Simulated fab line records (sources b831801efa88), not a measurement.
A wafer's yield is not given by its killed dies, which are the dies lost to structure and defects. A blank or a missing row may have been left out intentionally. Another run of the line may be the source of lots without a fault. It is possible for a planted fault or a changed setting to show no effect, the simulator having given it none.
fab line records || flow gf180mcu || part 2 of 2: steps 27 to 36 of 36
record: {"lots": 5, "wafers": 15, "lastDay": 32}
route steps=602 shown LVPWELL@55 MVSD@66 MVPSD@78 VT_IMPLANT@90
lots that met no fault: taken from a fault-free run of the same line
startH: the number of hours between the record's first day and the start of the first shown wafer of the lot || waitH: hours elapsed since this lot's preceding step || " repeats the value in the row above || L1.1+2: a single row standing in for several wafers || - either no value or no given start || * or withheld: withheld || < > ~ a bound
route shown NAME@n: a module of which the file shows steps, and the number in the route of the first || usual: mean and standard deviation over wafers with no fault || same: alike in all rows || chamber/n: place in a boat || sites: each site's reading || _std_site: their standard deviation || _edge_site: mean of outer sites minus mean of inner sites || radiusMm: how far each site lies from the wafer's centre || mask NAME#n: copy n || behind: the most recent tool/chamber to have shaped the wafer || hold: reason for holding the lot/hours on hold/outcome of the hold || device: the n, p or np transistor that did not switch || end of line: the tests these same wafers got at the end of their route || a step without rows: its recipe alone || killed: at the first sort, the dies lost to defects and structure; wafer yield is something else || map: shows each die of a wafer: x if killed, . if not, _ if none is there
set.NAME: the setting the step ran with; set.NAME@STEP: the setting that earlier step ran with || model.NAME: the simulator's own value behind a step, which no gauge read
certain route steps with their lots: each step a table, each wafer a row
services: when a tool's chamber went out of use (startH, in hours from the record's first day, below 0 if earlier), for how many hours, and the reason
== steps ==
step: GF_MVPSD_SOFTBAKE_03
recipe: {"tempC": 110, "timeS": "withheld"}
usual: {"exhaustPa": "45.0/0.89"}
{"lot.wafer": "L078.2", "tool": "lithoTrack-04", "chamber": 0, "startH": 112.57, "waitH": 0.1, "exhaustPa": 45.2}
{"lot.wafer": "L078.4", "tool": "lithoTrack-04", "chamber": 0, "startH": 112.57, "waitH": 0.1, "exhaustPa": 44.2}
{"lot.wafer": "L078.5", "tool": "lithoTrack-04", "chamber": 0, "startH": 112.57, "waitH": 0.1, "exhaustPa": 46.6}
{"lot.wafer": "L082.2", "tool": "lithoTrack-01", "chamber": 0, "startH": 139.52, "waitH": 0.1, "exhaustPa": 44.8}
{"lot.wafer": "L082.3", "tool": "lithoTrack-01", "chamber": 0, "startH": 139.52, "waitH": 0.1, "exhaustPa": 44.3}
{"lot.wafer": "L082.5", "tool": "lithoTrack-01", "chamber": 0, "startH": 139.52, "waitH": 0.1, "exhaustPa": 45.4}
{"lot.wafer": "L084.2", "tool": "lithoTrack-02", "chamber": 0, "startH": 147.05, "waitH": 0.1, "exhaustPa": 45.9}
{"lot.wafer": "L084.4", "tool": "lithoTrack-02", "chamber": 0, "startH": 147.05, "waitH": 0.1, "exhaustPa": 45.7}
{"lot.wafer": "L084.5", "tool": "lithoTrack-02", "chamber": 0, "startH": 147.05, "waitH": 0.1, "exhaustPa": 45.7}
{"lot.wafer": "L085.1", "tool": "lithoTrack-01", "chamber": 0, "startH": 154.69, "waitH": 0.1, "exhaustPa": 44.7}
{"lot.wafer": "L085.2", "tool": "lithoTrack-01", "chamber": 0, "startH": 154.69, "waitH": 0.1, "exhaustPa": 45.1}
{"lot.wafer": "L085.4", "tool": "lithoTrack-01", "chamber": 0, "startH": 154.69, "waitH": 0.1, "exhaustPa": 45.2}
{"lot.wafer": "L087.2", "tool": "lithoTrack-02", "chamber": 0, "startH": 164.75, "waitH": 0.1, "exhaustPa": 45.7}
{"lot.wafer": "L087.5", "tool": "lithoTrack-02", "chamber": 0, "startH": 164.75, "waitH": 0.1, "exhaustPa": 46.3}
{"lot.wafer": "L087.6", "tool": "lithoTrack-02", "chamber": 0, "startH": 164.75, "waitH": 0.1, "exhaustPa": 44.8}
step: GF_MVPSD_EXPOSE_04
recipe: {"maskId": "MVPSD", "targetCdNm": 1000, "na": 0.6, "sourceShape": "conventional", "sigmaOuter": 0.6, "doseMj": 260}
same: {"sigmaOuter": 0.6}
{"lot.wafer": "L078.2+4+5", "tool": "ilineStepper-01", "chamber": 0, "startH": "-", "waitH": "-", "mask": "MVPSD#0"}
{"lot.wafer": "L082.2+3+5", "tool": "ilineStepper-02", "chamber": 0, "startH": "-", "waitH": "-", "mask": "MVPSD#0"}
{"lot.wafer": "L084.2+4+5", "tool": "ilineStepper-01", "chamber": 0, "startH": "-", "waitH": "-", "mask": "MVPSD#0"}
{"lot.wafer": "L085.1+2+4", "tool": "ilineStepper-02", "chamber": 0, "startH": "-", "waitH": "-", "mask": "MVPSD#0"}
{"lot.wafer": "L087.2+5+6", "tool": "ilineStepper-02", "chamber": 0, "startH": "-", "waitH": "-", "mask": "MVPSD#0"}
step: GF_MVPSD_PEB_05
recipe: {"tempC": 115, "timeS": "withheld"}
usual: {"exhaustPa": "45.1/0.79"}
{"lot.wafer": "L078.2", "tool": "lithoTrack-04", "chamber": 0, "startH": "-", "waitH": "-", "exhaustPa": 45.0}
{"lot.wafer": "L078.4", "tool": "lithoTrack-04", "chamber": 0, "startH": "-", "waitH": "-", "exhaustPa": 43.9}
{"lot.wafer": "L078.5", "tool": "lithoTrack-04", "chamber": 0, "startH": "-", "waitH": "-", "exhaustPa": 44.9}
{"lot.wafer": "L082.2", "tool": "lithoTrack-01", "chamber": 0, "startH": "-", "waitH": "-", "exhaustPa": 45.6}
{"lot.wafer": "L082.3", "tool": "lithoTrack-01", "chamber": 0, "startH": "-", "waitH": "-", "exhaustPa": 44.8}
{"lot.wafer": "L082.5", "tool": "lithoTrack-01", "chamber": 0, "startH": "-", "waitH": "-", "exhaustPa": 44.6}
{"lot.wafer": "L084.2", "tool": "lithoTrack-02", "chamber": 0, "startH": "-", "waitH": "-", "exhaustPa": 45.2}
{"lot.wafer": "L084.4", "tool": "lithoTrack-02", "chamber": 0, "startH": "-", "waitH": "-", "exhaustPa": 44.0}
{"lot.wafer": "L084.5", "tool": "lithoTrack-02", "chamber": 0, "startH": "-", "waitH": "-", "exhaustPa": 45.8}
{"lot.wafer": "L085.1", "tool": "lithoTrack-02", "chamber": 0, "startH": "-", "waitH": "-", "exhaustPa": 44.6}
{"lot.wafer": "L085.2", "tool": "lithoTrack-02", "chamber": 0, "startH": "-", "waitH": "-", "exhaustPa": 43.9}
{"lot.wafer": "L085.4", "tool": "lithoTrack-02", "chamber": 0, "startH": "-", "waitH": "-", "exhaustPa": 45.1}
{"lot.wafer": "L087.2", "tool": "lithoTrack-01", "chamber": 0, "startH": "-", "waitH": "-", "exhaustPa": 46.1}
{"lot.wafer": "L087.5", "tool": "lithoTrack-01", "chamber": 0, "startH": "-", "waitH": "-", "exhaustPa": 44.7}
{"lot.wafer": "L087.6", "tool": "lithoTrack-01", "chamber": 0, "startH": "-", "waitH": "-", "exhaustPa": 46.1}
step: GF_MVPSD_DEVELOP_06
recipe: {"wallAngleDeg": 90, "developTimeS": 60, "devTempC": 23}
usual: {"exhaustPa": "45.1/0.87"}
{"lot.wafer": "L078.2", "tool": "lithoTrack-04", "chamber": 0, "startH": "-", "waitH": "-", "exhaustPa": 44.8}
{"lot.wafer": "L078.4", "tool": "lithoTrack-04", "chamber": 0, "startH": "-", "waitH": "-", "exhaustPa": 45.1}
{"lot.wafer": "L078.5", "tool": "lithoTrack-04", "chamber": 0, "startH": "-", "waitH": "-", "exhaustPa": 45.6}
{"lot.wafer": "L082.2", "tool": "lithoTrack-01", "chamber": 0, "startH": "-", "waitH": "-", "exhaustPa": 44.1}
{"lot.wafer": "L082.3", "tool": "lithoTrack-01", "chamber": 0, "startH": "-", "waitH": "-", "exhaustPa": 45.4}
{"lot.wafer": "L082.5", "tool": "lithoTrack-01", "chamber": 0, "startH": "-", "waitH": "-", "exhaustPa": 45.3}
{"lot.wafer": "L084.2", "tool": "lithoTrack-02", "chamber": 0, "startH": "-", "waitH": "-", "exhaustPa": 45.0}
{"lot.wafer": "L084.4", "tool": "lithoTrack-02", "chamber": 0, "startH": "-", "waitH": "-", "exhaustPa": 45.0}
{"lot.wafer": "L084.5", "tool": "lithoTrack-02", "chamber": 0, "startH": "-", "waitH": "-", "exhaustPa": 46.2}
{"lot.wafer": "L085.1", "tool": "lithoTrack-02", "chamber": 0, "startH": "-", "waitH": "-", "exhaustPa": 45.1}
{"lot.wafer": "L085.2", "tool": "lithoTrack-02", "chamber": 0, "startH": "-", "waitH": "-", "exhaustPa": 44.2}
{"lot.wafer": "L085.4", "tool": "lithoTrack-02", "chamber": 0, "startH": "-", "waitH": "-", "exhaustPa": 44.5}
{"lot.wafer": "L087.2", "tool": "lithoTrack-01", "chamber": 0, "startH": "-", "waitH": "-", "exhaustPa": 45.3}
{"lot.wafer": "L087.5", "tool": "lithoTrack-01", "chamber": 0, "startH": "-", "waitH": "-", "exhaustPa": 44.8}
{"lot.wafer": "L087.6", "tool": "lithoTrack-01", "chamber": 0, "startH": "-", "waitH": "-", "exhaustPa": 46.2}
step: GF_MVPSD_OVL_MEAS_07
usual: {"MVPSD_OVL": "-0.3/1.6"}
{"lot.wafer": "L078.2", "tool": "overlay-01", "chamber": "-", "startH": 119.50, "waitH": "-", "MVPSD_OVL[nm]": 0.0}
{"lot.wafer": "L078.4", "tool": "overlay-01", "chamber": "-", "startH": 119.50, "waitH": "-", "MVPSD_OVL[nm]": 0.1}
{"lot.wafer": "L078.5", "tool": "overlay-01", "chamber": "-", "startH": 119.50, "waitH": "-", "MVPSD_OVL[nm]": 0.5}
{"lot.wafer": "L082.2", "tool": "overlay-02", "chamber": "-", "startH": 146.79, "waitH": "-", "MVPSD_OVL[nm]": 0.2}
{"lot.wafer": "L082.3", "tool": "overlay-02", "chamber": "-", "startH": 146.79, "waitH": "-", "MVPSD_OVL[nm]": -2.0}
{"lot.wafer": "L082.5", "tool": "overlay-02", "chamber": "-", "startH": 146.79, "waitH": "-", "MVPSD_OVL[nm]": -1.8}
{"lot.wafer": "L084.2", "tool": "overlay-02", "chamber": "-", "startH": 155.37, "waitH": "-", "MVPSD_OVL[nm]": 0.5}
{"lot.wafer": "L084.4", "tool": "overlay-02", "chamber": "-", "startH": 155.37, "waitH": "-", "MVPSD_OVL[nm]": 0.4}
{"lot.wafer": "L084.5", "tool": "overlay-02", "chamber": "-", "startH": 155.37, "waitH": "-", "MVPSD_OVL[nm]": 0.0}
{"lot.wafer": "L085.1", "tool": "overlay-02", "chamber": "-", "startH": 163.02, "waitH": "-", "MVPSD_OVL[nm]": 0.9}
{"lot.wafer": "L085.2", "tool": "overlay-02", "chamber": "-", "startH": 163.02, "waitH": "-", "MVPSD_OVL[nm]": 0.4}
{"lot.wafer": "L085.4", "tool": "overlay-02", "chamber": "-", "startH": 163.02, "waitH": "-", "MVPSD_OVL[nm]": 2.2}
{"lot.wafer": "L087.2", "tool": "overlay-02", "chamber": "-", "startH": 173.09, "waitH": "-", "MVPSD_OVL[nm]": -0.8}
{"lot.wafer": "L087.5", "tool": "overlay-02", "chamber": "-", "startH": 173.09, "waitH": "-", "MVPSD_OVL[nm]": -1.5}
{"lot.wafer": "L087.6", "tool": "overlay-02", "chamber": "-", "startH": 173.09, "waitH": "-", "MVPSD_OVL[nm]": -1.9}
step: GF_MVPSD_IMPLANT_08
recipe: {"species": "B", "energyKev": 170, "doseCm2": 1.5e+13, "tiltDeg": 0}
usual: {"beamEnergyKeV": "170.01/0.051"}
{"lot.wafer": "L078.2", "tool": "implanter-04", "chamber": 0, "startH": 119.55, "waitH": 0.0, "beamEnergyKeV": 169.95}
{"lot.wafer": "L078.4", "tool": "implanter-04", "chamber": 0, "startH": 119.55, "waitH": 0.0, "beamEnergyKeV": 169.99}
{"lot.wafer": "L078.5", "tool": "implanter-04", "chamber": 0, "startH": 119.55, "waitH": 0.0, "beamEnergyKeV": 169.97}
{"lot.wafer": "L082.2", "tool": "implanter-02", "chamber": 0, "startH": 146.85, "waitH": 0.0, "beamEnergyKeV": 169.87}
{"lot.wafer": "L082.3", "tool": "implanter-02", "chamber": 0, "startH": 146.85, "waitH": 0.0, "beamEnergyKeV": 169.94}
{"lot.wafer": "L082.5", "tool": "implanter-02", "chamber": 0, "startH": 146.85, "waitH": 0.0, "beamEnergyKeV": 169.98}
{"lot.wafer": "L084.2", "tool": "implanter-01", "chamber": 0, "startH": 155.43, "waitH": 0.0, "beamEnergyKeV": 170.00}
{"lot.wafer": "L084.4", "tool": "implanter-01", "chamber": 0, "startH": 155.43, "waitH": 0.0, "beamEnergyKeV": 170.02}
{"lot.wafer": "L084.5", "tool": "implanter-01", "chamber": 0, "startH": 155.43, "waitH": 0.0, "beamEnergyKeV": 169.99}
{"lot.wafer": "L085.1", "tool": "implanter-02", "chamber": 0, "startH": 163.05, "waitH": 0.0, "beamEnergyKeV": 170.00}
{"lot.wafer": "L085.2", "tool": "implanter-02", "chamber": 0, "startH": 163.05, "waitH": 0.0, "beamEnergyKeV": 169.98}
{"lot.wafer": "L085.4", "tool": "implanter-02", "chamber": 0, "startH": 163.05, "waitH": 0.0, "beamEnergyKeV": 170.05}
{"lot.wafer": "L087.2", "tool": "implanter-01", "chamber": 0, "startH": 173.15, "waitH": 0.0, "beamEnergyKeV": 170.05}
{"lot.wafer": "L087.5", "tool": "implanter-01", "chamber": 0, "startH": 173.15, "waitH": 0.0, "beamEnergyKeV": 170.06}
{"lot.wafer": "L087.6", "tool": "implanter-01", "chamber": 0, "startH": 173.15, "waitH": 0.0, "beamEnergyKeV": 170.02}
step: GF_MVPSD_IMPLANT_09
recipe: {"species": "B", "energyKev": 40, "doseCm2": 5e+12, "tiltDeg": 0}
usual: {"beamEnergyKeV": "40.000/0.011"}
{"lot.wafer": "L078.2", "tool": "implanter-04", "chamber": 0, "startH": 119.70, "waitH": 0.1, "beamEnergyKeV": 39.991}
{"lot.wafer": "L078.4", "tool": "implanter-04", "chamber": 0, "startH": 119.70, "waitH": 0.1, "beamEnergyKeV": 39.996}
{"lot.wafer": "L078.5", "tool": "implanter-04", "chamber": 0, "startH": 119.70, "waitH": 0.1, "beamEnergyKeV": 40.004}
{"lot.wafer": "L082.2", "tool": "implanter-02", "chamber": 0, "startH": 147.00, "waitH": 0.1, "beamEnergyKeV": 40.007}
{"lot.wafer": "L082.3", "tool": "implanter-02", "chamber": 0, "startH": 147.00, "waitH": 0.1, "beamEnergyKeV": 40.015}
{"lot.wafer": "L082.5", "tool": "implanter-02", "chamber": 0, "startH": 147.00, "waitH": 0.1, "beamEnergyKeV": 40.002}
{"lot.wafer": "L084.2", "tool": "implanter-01", "chamber": 0, "startH": 155.58, "waitH": 0.1, "beamEnergyKeV": 39.983}
{"lot.wafer": "L084.4", "tool": "implanter-01", "chamber": 0, "startH": 155.58, "waitH": 0.1, "beamEnergyKeV": 40.008}
{"lot.wafer": "L084.5", "tool": "implanter-01", "chamber": 0, "startH": 155.58, "waitH": 0.1, "beamEnergyKeV": 40.002}
{"lot.wafer": "L085.1", "tool": "implanter-02", "chamber": 0, "startH": 163.20, "waitH": 0.1, "beamEnergyKeV": 40.020}
{"lot.wafer": "L085.2", "tool": "implanter-02", "chamber": 0, "startH": 163.20, "waitH": 0.1, "beamEnergyKeV": 40.000}
{"lot.wafer": "L085.4", "tool": "implanter-02", "chamber": 0, "startH": 163.20, "waitH": 0.1, "beamEnergyKeV": 40.016}
{"lot.wafer": "L087.2", "tool": "implanter-01", "chamber": 0, "startH": 173.30, "waitH": 0.1, "beamEnergyKeV": 39.985}
{"lot.wafer": "L087.5", "tool": "implanter-01", "chamber": 0, "startH": 173.30, "waitH": 0.1, "beamEnergyKeV": 39.998}
{"lot.wafer": "L087.6", "tool": "implanter-01", "chamber": 0, "startH": 173.30, "waitH": 0.1, "beamEnergyKeV": 40.011}
step: GF_MVPSD_STRIP_10
recipe: {"chemistry": "O2/N2", "powerW": 1400, "pressureMtorr": 1500, "platenTempC": 250, "o2FlowSccm": 3000, "n2FlowSccm": 300, "overashFraction": 0.5}
usual: {"drypumpMotorCurrentA": "5.82/0.21", "heaterPowerW": "346/17", "oesProductAu": "0.722/0.0046", "platenTempC": "250.00/0.17", "stripTimeToEndpointS": "37.02/0.12"}
{"lot.wafer": "L078.2", "tool": "plasmaAsher-02", "chamber": 1, "startH": 119.83, "waitH": 0.1, "drypumpMotorCurrentA": 6.14, "heaterPowerW": 356, "oesProductAu": 0.715, "platenTempC": 250.03, "rfHoursCounterH": 0, "stripTimeToEndpointS": 36.75}
{"lot.wafer": "L078.4", "tool": "plasmaAsher-02", "chamber": 1, "startH": 119.83, "waitH": 0.1, "drypumpMotorCurrentA": 6.10, "heaterPowerW": 373, "oesProductAu": 0.723, "platenTempC": 250.12, "rfHoursCounterH": "-", "stripTimeToEndpointS": 36.76}
{"lot.wafer": "L078.5", "tool": "plasmaAsher-02", "chamber": 1, "startH": 119.83, "waitH": 0.1, "drypumpMotorCurrentA": 6.13, "heaterPowerW": 353, "oesProductAu": 0.715, "platenTempC": 249.98, "rfHoursCounterH": "-", "stripTimeToEndpointS": 36.83}
{"lot.wafer": "L082.2", "tool": "plasmaAsher-03", "chamber": 1, "startH": 147.12, "waitH": 0.1, "drypumpMotorCurrentA": 5.62, "heaterPowerW": 315, "oesProductAu": 0.722, "platenTempC": 249.84, "rfHoursCounterH": 52, "stripTimeToEndpointS": 37.03}
{"lot.wafer": "L082.3", "tool": "plasmaAsher-03", "chamber": 1, "startH": 147.12, "waitH": 0.1, "drypumpMotorCurrentA": 5.61, "heaterPowerW": 328, "oesProductAu": 0.717, "platenTempC": 249.76, "rfHoursCounterH": "-", "stripTimeToEndpointS": 37.03}
{"lot.wafer": "L082.5", "tool": "plasmaAsher-03", "chamber": 1, "startH": 147.12, "waitH": 0.1, "drypumpMotorCurrentA": 5.59, "heaterPowerW": 321, "oesProductAu": 0.717, "platenTempC": 249.81, "rfHoursCounterH": "-", "stripTimeToEndpointS": 37.08}
{"lot.wafer": "L084.2", "tool": "plasmaAsher-04", "chamber": 1, "startH": 155.70, "waitH": 0.1, "drypumpMotorCurrentA": 5.46, "heaterPowerW": 367, "oesProductAu": 0.722, "platenTempC": 250.01, "rfHoursCounterH": 36, "stripTimeToEndpointS": 36.89}
{"lot.wafer": "L084.4", "tool": "plasmaAsher-04", "chamber": 1, "startH": 155.70, "waitH": 0.1, "drypumpMotorCurrentA": 5.47, "heaterPowerW": 368, "oesProductAu": 0.732, "platenTempC": 250.10, "rfHoursCounterH": "-", "stripTimeToEndpointS": 36.85}
{"lot.wafer": "L084.5", "tool": "plasmaAsher-04", "chamber": 0, "startH": 155.70, "waitH": 0.1, "drypumpMotorCurrentA": 5.96, "heaterPowerW": 359, "oesProductAu": 0.717, "platenTempC": 250.16, "rfHoursCounterH": "-", "stripTimeToEndpointS": 36.92}
{"lot.wafer": "L085.1", "tool": "plasmaAsher-04", "chamber": 1, "startH": 163.35, "waitH": 0.1, "drypumpMotorCurrentA": 5.49, "heaterPowerW": 363, "oesProductAu": 0.723, "platenTempC": 249.99, "rfHoursCounterH": 37, "stripTimeToEndpointS": 36.99}
{"lot.wafer": "L085.2", "tool": "plasmaAsher-04", "chamber": 0, "startH": 163.35, "waitH": 0.1, "drypumpMotorCurrentA": 5.95, "heaterPowerW": 362, "oesProductAu": 0.720, "platenTempC": 250.21, "rfHoursCounterH": 37, "stripTimeToEndpointS": 37.18}
{"lot.wafer": "L085.4", "tool": "plasmaAsher-04", "chamber": 0, "startH": 163.35, "waitH": 0.1, "drypumpMotorCurrentA": 5.94, "heaterPowerW": 359, "oesProductAu": 0.719, "platenTempC": 250.09, "rfHoursCounterH": "-", "stripTimeToEndpointS": 37.06}
{"lot.wafer": "L087.2", "tool": "plasmaAsher-02", "chamber": 1, "startH": 173.42, "waitH": 0.1, "drypumpMotorCurrentA": 6.12, "heaterPowerW": 355, "oesProductAu": 0.722, "platenTempC": 249.92, "rfHoursCounterH": 5, "stripTimeToEndpointS": 36.95}
{"lot.wafer": "L087.5", "tool": "plasmaAsher-02", "chamber": 0, "startH": 173.42, "waitH": 0.1, "drypumpMotorCurrentA": 5.80, "heaterPowerW": 325, "oesProductAu": 0.714, "platenTempC": 250.17, "rfHoursCounterH": "-", "stripTimeToEndpointS": 37.03}
{"lot.wafer": "L087.6", "tool": "plasmaAsher-02", "chamber": 1, "startH": 173.42, "waitH": 0.1, "drypumpMotorCurrentA": 6.12, "heaterPowerW": 360, "oesProductAu": 0.720, "platenTempC": 250.03, "rfHoursCounterH": "-", "stripTimeToEndpointS": 37.10}
step: GF_MVPSD_TW_MEAS_11
usual: {"MVPSD_TW": "556/8.4"}
{"lot.wafer": "L078.2", "tool": "filmMetro-04", "chamber": "-", "startH": 119.94, "waitH": 0.1, "MVPSD_TW": 549}
{"lot.wafer": "L078.4", "tool": "filmMetro-04", "chamber": "-", "startH": 119.94, "waitH": 0.1, "MVPSD_TW": 552}
{"lot.wafer": "L078.5", "tool": "filmMetro-04", "chamber": "-", "startH": 119.94, "waitH": 0.1, "MVPSD_TW": 553}
{"lot.wafer": "L082.2", "tool": "filmMetro-01", "chamber": "-", "startH": 147.23, "waitH": 0.1, "MVPSD_TW": 570}
{"lot.wafer": "L082.3", "tool": "filmMetro-01", "chamber": "-", "startH": 147.23, "waitH": 0.1, "MVPSD_TW": 574}
{"lot.wafer": "L082.5", "tool": "filmMetro-01", "chamber": "-", "startH": 147.23, "waitH": 0.1, "MVPSD_TW": 571}
{"lot.wafer": "L084.2", "tool": "filmMetro-03", "chamber": "-", "startH": 155.81, "waitH": 0.1, "MVPSD_TW": 549}
{"lot.wafer": "L084.4", "tool": "filmMetro-03", "chamber": "-", "startH": 155.81, "waitH": 0.1, "MVPSD_TW": 550}
{"lot.wafer": "L084.5", "tool": "filmMetro-03", "chamber": "-", "startH": 155.81, "waitH": 0.1, "MVPSD_TW": 549}
{"lot.wafer": "L085.1", "tool": "filmMetro-04", "chamber": "-", "startH": 163.45, "waitH": 0.1, "MVPSD_TW": 550}
{"lot.wafer": "L085.2", "tool": "filmMetro-04", "chamber": "-", "startH": 163.45, "waitH": 0.1, "MVPSD_TW": 551}
{"lot.wafer": "L085.4", "tool": "filmMetro-04", "chamber": "-", "startH": 163.45, "waitH": 0.1, "MVPSD_TW": 551}
{"lot.wafer": "L087.2", "tool": "filmMetro-01", "chamber": "-", "startH": 173.53, "waitH": 0.1, "MVPSD_TW": 567}
{"lot.wafer": "L087.5", "tool": "filmMetro-01", "chamber": "-", "startH": 173.53, "waitH": 0.1, "MVPSD_TW": 566}
{"lot.wafer": "L087.6", "tool": "filmMetro-01", "chamber": "-", "startH": 173.53, "waitH": 0.1, "MVPSD_TW": 567}
step: GF_VT_IMPLANT_DEHYDRATE_00
recipe: {"tempC": 200, "timeS": 60}
usual: {"exhaustPa": "45.1/0.8"}
{"lot.wafer": "L078.2", "tool": "lithoTrack-02", "chamber": 0, "startH": 127.24, "waitH": 7.3, "exhaustPa": 45.0}
{"lot.wafer": "L078.4", "tool": "lithoTrack-02", "chamber": 0, "startH": 127.24, "waitH": 7.3, "exhaustPa": 43.9}
{"lot.wafer": "L078.5", "tool": "lithoTrack-02", "chamber": 0, "startH": 127.24, "waitH": 7.3, "exhaustPa": 44.4}
{"lot.wafer": "L082.2", "tool": "lithoTrack-03", "chamber": 0, "startH": 154.49, "waitH": 7.2, "exhaustPa": 43.9}
{"lot.wafer": "L082.3", "tool": "lithoTrack-03", "chamber": 0, "startH": 154.49, "waitH": 7.2, "exhaustPa": 45.3}
{"lot.wafer": "L082.5", "tool": "lithoTrack-03", "chamber": 0, "startH": 154.49, "waitH": 7.2, "exhaustPa": 45.1}
{"lot.wafer": "L084.2", "tool": "lithoTrack-03", "chamber": 0, "startH": 163.44, "waitH": 7.6, "exhaustPa": 45.8}
{"lot.wafer": "L084.4", "tool": "lithoTrack-03", "chamber": 0, "startH": 163.44, "waitH": 7.6, "exhaustPa": 46.8}
{"lot.wafer": "L084.5", "tool": "lithoTrack-03", "chamber": 0, "startH": 163.44, "waitH": 7.6, "exhaustPa": 45.7}
{"lot.wafer": "L085.1", "tool": "lithoTrack-04", "chamber": 0, "startH": 170.99, "waitH": 7.5, "exhaustPa": 46.5}
{"lot.wafer": "L085.2", "tool": "lithoTrack-04", "chamber": 0, "startH": 170.99, "waitH": 7.5, "exhaustPa": 45.5}
{"lot.wafer": "L085.4", "tool": "lithoTrack-04", "chamber": 0, "startH": 170.99, "waitH": 7.5, "exhaustPa": 44.7}
{"lot.wafer": "L087.2", "tool": "lithoTrack-03", "chamber": 0, "startH": 181.54, "waitH": 8.0, "exhaustPa": 45.1}
{"lot.wafer": "L087.5", "tool": "lithoTrack-03", "chamber": 0, "startH": 181.54, "waitH": 8.0, "exhaustPa": 44.7}
{"lot.wafer": "L087.6", "tool": "lithoTrack-03", "chamber": 0, "startH": 181.54, "waitH": 8.0, "exhaustPa": 44.3}
== services ==
{"tool": "implanter-03", "chamber": "-", "startH": 60.96, "hours": 2.8, "kind": "pm"}
{"tool": "implanter-02", "chamber": "-", "startH": 62.25, "hours": 3.5, "kind": "repair"}
{"tool": "ilineStepper-02", "chamber": "-", "startH": 64.10, "hours": 9.0, "kind": "repair"}
{"tool": "ilineStepper-02", "chamber": 0, "startH": 65.01, "hours": "-", "kind": "calibration"}
{"tool": "plasmaAsher-02", "chamber": "-", "startH": 73.56, "hours": 2.4, "kind": "repair"}
{"tool": "implanter-04", "chamber": "-", "startH": 88.51, "hours": 2.5, "kind": "repair"}
{"tool": "implanter-04", "chamber": "-", "startH": 92.73, "hours": 2.5, "kind": "repair"}
{"tool": "implanter-02", "chamber": "-", "startH": 96.72, "hours": 4.4, "kind": "pm"}
{"tool": "plasmaAsher-02", "chamber": "-", "startH": 108.75, "hours": 9.0, "kind": "pm"}
{"tool": "plasmaAsher-02", "chamber": 0, "startH": 108.75, "hours": 9.0, "kind": "ventCycle"}
{"tool": "plasmaAsher-02", "chamber": 1, "startH": 108.75, "hours": 9.0, "kind": "ventCycle"}
{"tool": "implanter-02", "chamber": "-", "startH": 115.38, "hours": 1.7, "kind": "repair"}
{"tool": "plasmaAsher-02", "chamber": 0, "startH": 117.75, "hours": "-", "kind": "clean"}
{"tool": "plasmaAsher-02", "chamber": 1, "startH": 117.75, "hours": "-", "kind": "clean"}
{"tool": "plasmaAsher-04", "chamber": "-", "startH": 129.20, "hours": 1.0, "kind": "repair"}
{"tool": "implanter-03", "chamber": "-", "startH": 133.30, "hours": 5.0, "kind": "repair"}
{"tool": "implanter-01", "chamber": "-", "startH": 141.20, "hours": 2.6, "kind": "pm"}
{"tool": "implanter-01", "chamber": "-", "startH": 157.11, "hours": 2.0, "kind": "pm"}
{"tool": "ilineStepper-02", "chamber": "-", "startH": 162.30, "hours": 1.7, "kind": "pm"}
{"tool": "implanter-04", "chamber": "-", "startH": 165.82, "hours": 8.8, "kind": "pm"}
